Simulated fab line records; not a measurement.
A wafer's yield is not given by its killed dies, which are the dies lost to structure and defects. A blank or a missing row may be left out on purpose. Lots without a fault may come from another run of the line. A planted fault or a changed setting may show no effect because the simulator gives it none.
The tool behind it: which one? || flow gf180mcu || 14 lots with 42 wafers sampled at 5 steps, on a route of 602 steps

== WHAT THE GAUGES SHOWED, per wafer ==
Not one reading of a measure or inspect step in the record can be checked against a usual standard deviation.

== TOOL THAT RAN EACH LOT (tool first, then ch and the chambers of the sampled wafers, then the start) ==
{"lot": "L903", "GF_MIM_SPUTTER_08": "pvd-sputter-04, day 24 12:23", "GF_V5_SPUTTER_22": "pvd-sputter-01, day 27 06:27", "GF_PASSIVATION_CVD_02": "pecvd-03 ch 0,1,2, day 28 04:31", "GF_PASSIVATION_ETCH_11": "rie-diel-02 ch 2,3, day 29 00:13", "GF_PASSIVATION_STRIP_12": "plasma-asher-03 ch 0,1, day 29 00:29"}
{"lot": "L904", "GF_MIM_SPUTTER_08": "pvd-sputter-03, day 24 22:31", "GF_V5_SPUTTER_22": "pvd-sputter-01, day 27 15:51", "GF_PASSIVATION_CVD_02": "pecvd-01 ch 0,1,2, day 28 12:52", "GF_PASSIVATION_ETCH_11": "rie-diel-02 ch 1,2,3, day 29 08:24", "GF_PASSIVATION_STRIP_12": "plasma-asher-04 ch 0,1, day 29 08:38"}
{"lot": "L905", "GF_MIM_SPUTTER_08": "pvd-sputter-03, day 25 07:34", "GF_V5_SPUTTER_22": "pvd-sputter-01, day 28 01:36", "GF_PASSIVATION_CVD_02": "pecvd-01 ch 0,2, day 28 23:04", "GF_PASSIVATION_ETCH_11": "rie-diel-03 ch 0,1, day 29 18:33", "GF_PASSIVATION_STRIP_12": "plasma-asher-03 ch 0,1, day 29 18:47"}
{"lot": "L906", "GF_MIM_SPUTTER_08": "pvd-sputter-03, day 25 10:22", "GF_V5_SPUTTER_22": "pvd-sputter-04, day 28 02:43", "GF_PASSIVATION_CVD_02": "pecvd-01 ch 0,1,2, day 29 00:52", "GF_PASSIVATION_ETCH_11": "rie-diel-04 ch 0,1,3, day 29 19:33", "GF_PASSIVATION_STRIP_12": "plasma-asher-01 ch 1, day 29 19:47"}
{"lot": "L907", "GF_MIM_SPUTTER_08": "pvd-sputter-02, day 25 23:26", "GF_V5_SPUTTER_22": "pvd-sputter-03, day 28 14:30", "GF_PASSIVATION_CVD_02": "pecvd-04 ch 0,1, day 29 11:32", "GF_PASSIVATION_ETCH_11": "rie-diel-03 ch 0,2, day 30 06:09", "GF_PASSIVATION_STRIP_12": "plasma-asher-04 ch 0,1, day 30 06:23"}
{"lot": "L909", "GF_MIM_SPUTTER_08": "pvd-sputter-02, day 26 14:29", "GF_V5_SPUTTER_22": "pvd-sputter-03, day 29 05:19", "GF_PASSIVATION_CVD_02": "pecvd-01 ch 1,2, day 30 01:43", "GF_PASSIVATION_ETCH_11": "rie-diel-04 ch 0,2,3, day 30 20:15", "GF_PASSIVATION_STRIP_12": "plasma-asher-03 ch 0,1, day 30 20:29"}
{"lot": "L910", "GF_MIM_SPUTTER_08": "pvd-sputter-02, day 26 17:20", "GF_V5_SPUTTER_22": "pvd-sputter-03, day 29 07:07", "GF_PASSIVATION_CVD_02": "pecvd-03 ch 0,1,2, day 30 03:52", "GF_PASSIVATION_ETCH_11": "rie-diel-02 ch 0,3, day 30 22:01", "GF_PASSIVATION_STRIP_12": "plasma-asher-01 ch 0,1, day 30 22:15"}
{"lot": "L911", "GF_MIM_SPUTTER_08": "pvd-sputter-04, day 27 09:53", "GF_V5_SPUTTER_22": "pvd-sputter-04, day 29 22:48", "GF_PASSIVATION_CVD_02": "pecvd-03 ch 1,2, day 30 18:23", "GF_PASSIVATION_ETCH_11": "rie-diel-04 ch 1,2, day 31 12:01", "GF_PASSIVATION_STRIP_12": "plasma-asher-01 ch 0,1, day 31 12:15"}
{"lot": "L916", "GF_MIM_SPUTTER_08": "pvd-sputter-03, day 28 16:37", "GF_V5_SPUTTER_22": "pvd-sputter-04, day 31 03:08", "GF_PASSIVATION_CVD_02": "pecvd-01 ch 1,2, day 31 21:48", "GF_PASSIVATION_ETCH_11": "rie-diel-04 ch 1,2,3, day 32 14:42", "GF_PASSIVATION_STRIP_12": "plasma-asher-03 ch 0,1, day 32 14:56"}
{"lot": "L919", "GF_MIM_SPUTTER_08": "pvd-sputter-02, day 29 15:47", "GF_V5_SPUTTER_22": "pvd-sputter-04, day 32 00:20", "GF_PASSIVATION_CVD_02": "pecvd-01 ch 0,1,2, day 32 18:15", "GF_PASSIVATION_ETCH_11": "rie-diel-04 ch 0,1,3, day 33 09:51", "GF_PASSIVATION_STRIP_12": "plasma-asher-04 ch 0,1, day 33 10:05"}
{"lot": "L922", "GF_MIM_SPUTTER_08": "pvd-sputter-04, day 30 09:37", "GF_V5_SPUTTER_22": "pvd-sputter-04, day 32 15:38", "GF_PASSIVATION_CVD_02": "pecvd-01 ch 0,1, day 33 08:53", "GF_PASSIVATION_ETCH_11": "rie-diel-04 ch 0,1,3, day 34 00:33", "GF_PASSIVATION_STRIP_12": "plasma-asher-04 ch 0,1, day 34 00:47"}
{"lot": "L923", "GF_MIM_SPUTTER_08": "pvd-sputter-04, day 30 14:37", "GF_V5_SPUTTER_22": "pvd-sputter-03, day 32 20:43", "GF_PASSIVATION_CVD_02": "pecvd-01 ch 0,1,2, day 33 13:24", "GF_PASSIVATION_ETCH_11": "rie-diel-04 ch 2,3, day 34 04:46", "GF_PASSIVATION_STRIP_12": "plasma-asher-04 ch 0,1, day 34 05:00"}
{"lot": "L924", "GF_MIM_SPUTTER_08": "pvd-sputter-04, day 30 21:46", "GF_V5_SPUTTER_22": "pvd-sputter-01, day 33 02:06", "GF_PASSIVATION_CVD_02": "pecvd-04 ch 1,2, day 33 19:49", "GF_PASSIVATION_ETCH_11": "rie-diel-03 ch 1,2, day 34 11:34", "GF_PASSIVATION_STRIP_12": "plasma-asher-01 ch 0,1, day 34 11:48"}
{"lot": "L925", "GF_MIM_SPUTTER_08": "pvd-sputter-03, day 31 04:47", "GF_V5_SPUTTER_22": "pvd-sputter-03, day 33 10:06", "GF_PASSIVATION_CVD_02": "pecvd-03 ch 0,1,2, day 34 03:30", "GF_PASSIVATION_ETCH_11": "rie-diel-03 ch 1,2, day 34 18:21", "GF_PASSIVATION_STRIP_12": "plasma-asher-03 ch 0,1, day 34 18:37"}
- GF_MIM_SPUTTER_08: material AlCu, target thk 200 nm, time 10.6 s.
- GF_V5_SPUTTER_22: material TiN, target thk 10 nm, time 40 s.
- GF_PASSIVATION_CVD_02: deposits Si3N4, target thk 700 nm, time 486.18 s.
- GF_PASSIVATION_ETCH_11: etches the open film in CF4/O2, stops on TiN, target depth 1800 nm, time 400 s.
- GF_PASSIVATION_STRIP_12: strips in O2/N2.

== WHAT THE TOOLS THEMSELVES READ (means of the sampled wafers that have a number; where no wafer has one, the mark that the record gives instead) ==
GF_MIM_SPUTTER_08. Usual: 29.9 % for throttle-valve-pct, sd 0.84.
{"lot": "L903", "tool": "pvd-sputter-04", "throttle-valve-pct (%)": 29.5, "flag": ""}
{"lot": "L904", "tool": "pvd-sputter-03", "throttle-valve-pct (%)": 29.7, "flag": ""}
{"lot": "L905", "tool": "pvd-sputter-03", "throttle-valve-pct (%)": 30.2, "flag": ""}
{"lot": "L906", "tool": "pvd-sputter-03", "throttle-valve-pct (%)": 30.0, "flag": ""}
{"lot": "L907", "tool": "pvd-sputter-02", "throttle-valve-pct (%)": 30.2, "flag": ""}
{"lot": "L909", "tool": "pvd-sputter-02", "throttle-valve-pct (%)": 30.7, "flag": ""}
{"lot": "L910", "tool": "pvd-sputter-02", "throttle-valve-pct (%)": 30.7, "flag": ""}
{"lot": "L911", "tool": "pvd-sputter-04", "throttle-valve-pct (%)": 29.5, "flag": ""}
{"lot": "L916", "tool": "pvd-sputter-03", "throttle-valve-pct (%)": 29.9, "flag": ""}
{"lot": "L919", "tool": "pvd-sputter-02", "throttle-valve-pct (%)": 30.1, "flag": ""}
{"lot": "L922", "tool": "pvd-sputter-04", "throttle-valve-pct (%)": 29.9, "flag": ""}
{"lot": "L923", "tool": "pvd-sputter-04", "throttle-valve-pct (%)": 29.3, "flag": ""}
{"lot": "L924", "tool": "pvd-sputter-04", "throttle-valve-pct (%)": 29.9, "flag": ""}
{"lot": "L925", "tool": "pvd-sputter-03", "throttle-valve-pct (%)": 29.9, "flag": ""}

GF_V5_SPUTTER_22. Usual: 29.7 % for throttle-valve-pct, sd 0.64.
{"lot": "L903", "tool": "pvd-sputter-01", "throttle-valve-pct (%)": 29.6, "flag": ""}
{"lot": "L904", "tool": "pvd-sputter-01", "throttle-valve-pct (%)": 29.5, "flag": ""}
{"lot": "L905", "tool": "pvd-sputter-01", "throttle-valve-pct (%)": 29.9, "flag": ""}
{"lot": "L906", "tool": "pvd-sputter-04", "throttle-valve-pct (%)": 29.0, "flag": ""}
{"lot": "L907", "tool": "pvd-sputter-03", "throttle-valve-pct (%)": 30.1, "flag": ""}
{"lot": "L909", "tool": "pvd-sputter-03", "throttle-valve-pct (%)": 30.1, "flag": ""}
{"lot": "L910", "tool": "pvd-sputter-03", "throttle-valve-pct (%)": 30.0, "flag": ""}
{"lot": "L911", "tool": "pvd-sputter-04", "throttle-valve-pct (%)": 29.6, "flag": ""}
{"lot": "L916", "tool": "pvd-sputter-04", "throttle-valve-pct (%)": 29.8, "flag": ""}
{"lot": "L919", "tool": "pvd-sputter-04", "throttle-valve-pct (%)": 29.8, "flag": ""}
{"lot": "L922", "tool": "pvd-sputter-04", "throttle-valve-pct (%)": 29.6, "flag": ""}
{"lot": "L923", "tool": "pvd-sputter-03", "throttle-valve-pct (%)": 29.8, "flag": ""}
{"lot": "L924", "tool": "pvd-sputter-01", "throttle-valve-pct (%)": 29.3, "flag": ""}
{"lot": "L925", "tool": "pvd-sputter-03", "throttle-valve-pct (%)": 30.2, "flag": ""}

GF_PASSIVATION_CVD_02. Usual: 650 W for heater-power-w, sd 120.
{"lot": "L903", "tool": "pecvd-03", "heater-power-w (W)": 846, "flag": ""}
{"lot": "L904", "tool": "pecvd-01", "heater-power-w (W)": 642, "flag": ""}
{"lot": "L905", "tool": "pecvd-01", "heater-power-w (W)": 552, "flag": ""}
{"lot": "L906", "tool": "pecvd-01", "heater-power-w (W)": 577, "flag": ""}
{"lot": "L907", "tool": "pecvd-04", "heater-power-w (W)": 520, "flag": ""}
{"lot": "L909", "tool": "pecvd-01", "heater-power-w (W)": 630, "flag": ""}
{"lot": "L910", "tool": "pecvd-03", "heater-power-w (W)": 774, "flag": ""}
{"lot": "L911", "tool": "pecvd-03", "heater-power-w (W)": 790, "flag": ""}
{"lot": "L916", "tool": "pecvd-01", "heater-power-w (W)": 590, "flag": ""}
{"lot": "L919", "tool": "pecvd-01", "heater-power-w (W)": 652, "flag": ""}
{"lot": "L922", "tool": "pecvd-01", "heater-power-w (W)": 645, "flag": ""}
{"lot": "L923", "tool": "pecvd-01", "heater-power-w (W)": 637, "flag": ""}
{"lot": "L924", "tool": "pecvd-04", "heater-power-w (W)": 585, "flag": ""}
{"lot": "L925", "tool": "pecvd-03", "heater-power-w (W)": 816, "flag": ""}

GF_PASSIVATION_ETCH_11. Usual: drypump-motor-current-A 5.8 A, standard deviation 0.43; oes-product-au 0.966 a.u., standard deviation 0.0078; rf-fwd-power-W 798.3 W, standard deviation 2.4; throttle-valve-pct 5.960 %, standard deviation 0.0098.
{"lot": "L903", "tool": "rie-diel-02", "drypump-motor-current-A (A)": 5.8, "oes-product-au (a.u.)": 0.966, "rf-fwd-power-W (W)": 798.5, "throttle-valve-pct (%)": 5.963, "flag": ""}
{"lot": "L904", "tool": "rie-diel-02", "drypump-motor-current-A (A)": 6.0, "oes-product-au (a.u.)": 0.967, "rf-fwd-power-W (W)": 797.7, "throttle-valve-pct (%)": 5.966, "flag": ""}
{"lot": "L905", "tool": "rie-diel-03", "drypump-motor-current-A (A)": 5.6, "oes-product-au (a.u.)": 0.968, "rf-fwd-power-W (W)": 800.2, "throttle-valve-pct (%)": 5.967, "flag": ""}
{"lot": "L906", "tool": "rie-diel-04", "drypump-motor-current-A (A)": 6.3, "oes-product-au (a.u.)": 0.974, "rf-fwd-power-W (W)": 799.8, "throttle-valve-pct (%)": 5.957, "flag": ""}
{"lot": "L907", "tool": "rie-diel-03", "drypump-motor-current-A (A)": 5.6, "oes-product-au (a.u.)": 0.974, "rf-fwd-power-W (W)": 800.6, "throttle-valve-pct (%)": 5.961, "flag": ""}
{"lot": "L909", "tool": "rie-diel-04", "drypump-motor-current-A (A)": 5.7, "oes-product-au (a.u.)": 0.975, "rf-fwd-power-W (W)": 798.4, "throttle-valve-pct (%)": 5.962, "flag": ""}
{"lot": "L910", "tool": "rie-diel-02", "drypump-motor-current-A (A)": 5.9, "oes-product-au (a.u.)": 0.961, "rf-fwd-power-W (W)": 796.4, "throttle-valve-pct (%)": 5.954, "flag": ""}
{"lot": "L911", "tool": "rie-diel-04", "drypump-motor-current-A (A)": 5.6, "oes-product-au (a.u.)": 0.965, "rf-fwd-power-W (W)": 799.1, "throttle-valve-pct (%)": 5.962, "flag": ""}
{"lot": "L916", "tool": "rie-diel-04", "drypump-motor-current-A (A)": 5.9, "oes-product-au (a.u.)": 0.970, "rf-fwd-power-W (W)": 798.9, "throttle-valve-pct (%)": 5.963, "flag": ""}
{"lot": "L919", "tool": "rie-diel-04", "drypump-motor-current-A (A)": 6.3, "oes-product-au (a.u.)": 0.971, "rf-fwd-power-W (W)": 795.9, "throttle-valve-pct (%)": 5.959, "flag": ""}
{"lot": "L922", "tool": "rie-diel-04", "drypump-motor-current-A (A)": 6.3, "oes-product-au (a.u.)": 0.947, "rf-fwd-power-W (W)": 756.5, "throttle-valve-pct (%)": 5.947, "flag": "OFF"}
{"lot": "L923", "tool": "rie-diel-04", "drypump-motor-current-A (A)": 5.7, "oes-product-au (a.u.)": 0.933, "rf-fwd-power-W (W)": 711.1, "throttle-valve-pct (%)": 5.959, "flag": "OFF"}
{"lot": "L924", "tool": "rie-diel-03", "drypump-motor-current-A (A)": 5.5, "oes-product-au (a.u.)": 0.971, "rf-fwd-power-W (W)": 798.1, "throttle-valve-pct (%)": 5.959, "flag": ""}
{"lot": "L925", "tool": "rie-diel-03", "drypump-motor-current-A (A)": 5.6, "oes-product-au (a.u.)": 0.966, "rf-fwd-power-W (W)": 799.2, "throttle-valve-pct (%)": 5.964, "flag": ""}

GF_PASSIVATION_STRIP_12. Usual: drypump-motor-current-A 5.5 A, standard deviation 0.33; heater-power-w 330 W, standard deviation 8.1; oes-product-au 0.720 a.u., standard deviation 0.0043; strip-time-to-endpoint-s 34.66 s, standard deviation 0.22.
{"lot": "L903", "tool": "plasma-asher-03", "drypump-motor-current-A (A)": 5.9, "heater-power-w (W)": 329, "oes-product-au (a.u.)": 0.720, "strip-time-to-endpoint-s (s)": 34.84, "flag": ""}
{"lot": "L904", "tool": "plasma-asher-04", "drypump-motor-current-A (A)": 5.5, "heater-power-w (W)": 334, "oes-product-au (a.u.)": 0.720, "strip-time-to-endpoint-s (s)": 34.94, "flag": ""}
{"lot": "L905", "tool": "plasma-asher-03", "drypump-motor-current-A (A)": 5.7, "heater-power-w (W)": 336, "oes-product-au (a.u.)": 0.716, "strip-time-to-endpoint-s (s)": 34.48, "flag": ""}
{"lot": "L906", "tool": "plasma-asher-01", "drypump-motor-current-A (A)": 5.3, "heater-power-w (W)": 321, "oes-product-au (a.u.)": 0.716, "strip-time-to-endpoint-s (s)": 34.39, "flag": ""}
{"lot": "L907", "tool": "plasma-asher-04", "drypump-motor-current-A (A)": 5.5, "heater-power-w (W)": 338, "oes-product-au (a.u.)": 0.717, "strip-time-to-endpoint-s (s)": 34.57, "flag": ""}
{"lot": "L909", "tool": "plasma-asher-03", "drypump-motor-current-A (A)": 5.9, "heater-power-w (W)": 328, "oes-product-au (a.u.)": 0.722, "strip-time-to-endpoint-s (s)": 34.58, "flag": ""}
{"lot": "L910", "tool": "plasma-asher-01", "drypump-motor-current-A (A)": 5.4, "heater-power-w (W)": 312, "oes-product-au (a.u.)": 0.718, "strip-time-to-endpoint-s (s)": 34.74, "flag": ""}
{"lot": "L911", "tool": "plasma-asher-01", "drypump-motor-current-A (A)": 5.4, "heater-power-w (W)": 320, "oes-product-au (a.u.)": 0.717, "strip-time-to-endpoint-s (s)": 34.62, "flag": ""}
{"lot": "L916", "tool": "plasma-asher-03", "drypump-motor-current-A (A)": 5.7, "heater-power-w (W)": 333, "oes-product-au (a.u.)": 0.727, "strip-time-to-endpoint-s (s)": 34.57, "flag": ""}
{"lot": "L919", "tool": "plasma-asher-04", "drypump-motor-current-A (A)": 5.4, "heater-power-w (W)": 329, "oes-product-au (a.u.)": 0.720, "strip-time-to-endpoint-s (s)": 34.64, "flag": ""}
{"lot": "L922", "tool": "plasma-asher-04", "drypump-motor-current-A (A)": 5.5, "heater-power-w (W)": 334, "oes-product-au (a.u.)": 0.718, "strip-time-to-endpoint-s (s)": 35.32, "flag": "OFF"}
{"lot": "L923", "tool": "plasma-asher-04", "drypump-motor-current-A (A)": 5.3, "heater-power-w (W)": 327, "oes-product-au (a.u.)": 0.719, "strip-time-to-endpoint-s (s)": 36.13, "flag": "OFF"}
{"lot": "L924", "tool": "plasma-asher-01", "drypump-motor-current-A (A)": 5.4, "heater-power-w (W)": 317, "oes-product-au (a.u.)": 0.725, "strip-time-to-endpoint-s (s)": 34.58, "flag": ""}
{"lot": "L925", "tool": "plasma-asher-03", "drypump-motor-current-A (A)": 5.9, "heater-power-w (W)": 333, "oes-product-au (a.u.)": 0.719, "strip-time-to-endpoint-s (s)": 34.45, "flag": ""}

== THE ANSWER, worked out from the rows above alone ==
Rule: take the mean of a lot's wafers that have a number; if it is more than 3 standard deviations from the usual mean, the lot is off. A lot without any number at a reading at which 4 lots or more have one is off too. All remaining lots with rows at the step are treated as sound. The gauges are gone through in route order, then the tools' own readings, and for those a lot's mean is taken as printed above. At the first step where some lot is off, the reading lying furthest off is the one used; lots without a number count as furthest.
Off, at GF_PASSIVATION_ETCH_11 on rf-fwd-power-W: L922, L923.
A tool fits if, at that step or a process step before it, it ran every lot that is off, and no sound lot after the first of them. Can't be told from this: 2 tools fit, pecvd-01 at GF_PASSIVATION_CVD_02, rie-diel-04 at GF_PASSIVATION_ETCH_11.

== WHAT THE SIMULATOR PUT IN ==
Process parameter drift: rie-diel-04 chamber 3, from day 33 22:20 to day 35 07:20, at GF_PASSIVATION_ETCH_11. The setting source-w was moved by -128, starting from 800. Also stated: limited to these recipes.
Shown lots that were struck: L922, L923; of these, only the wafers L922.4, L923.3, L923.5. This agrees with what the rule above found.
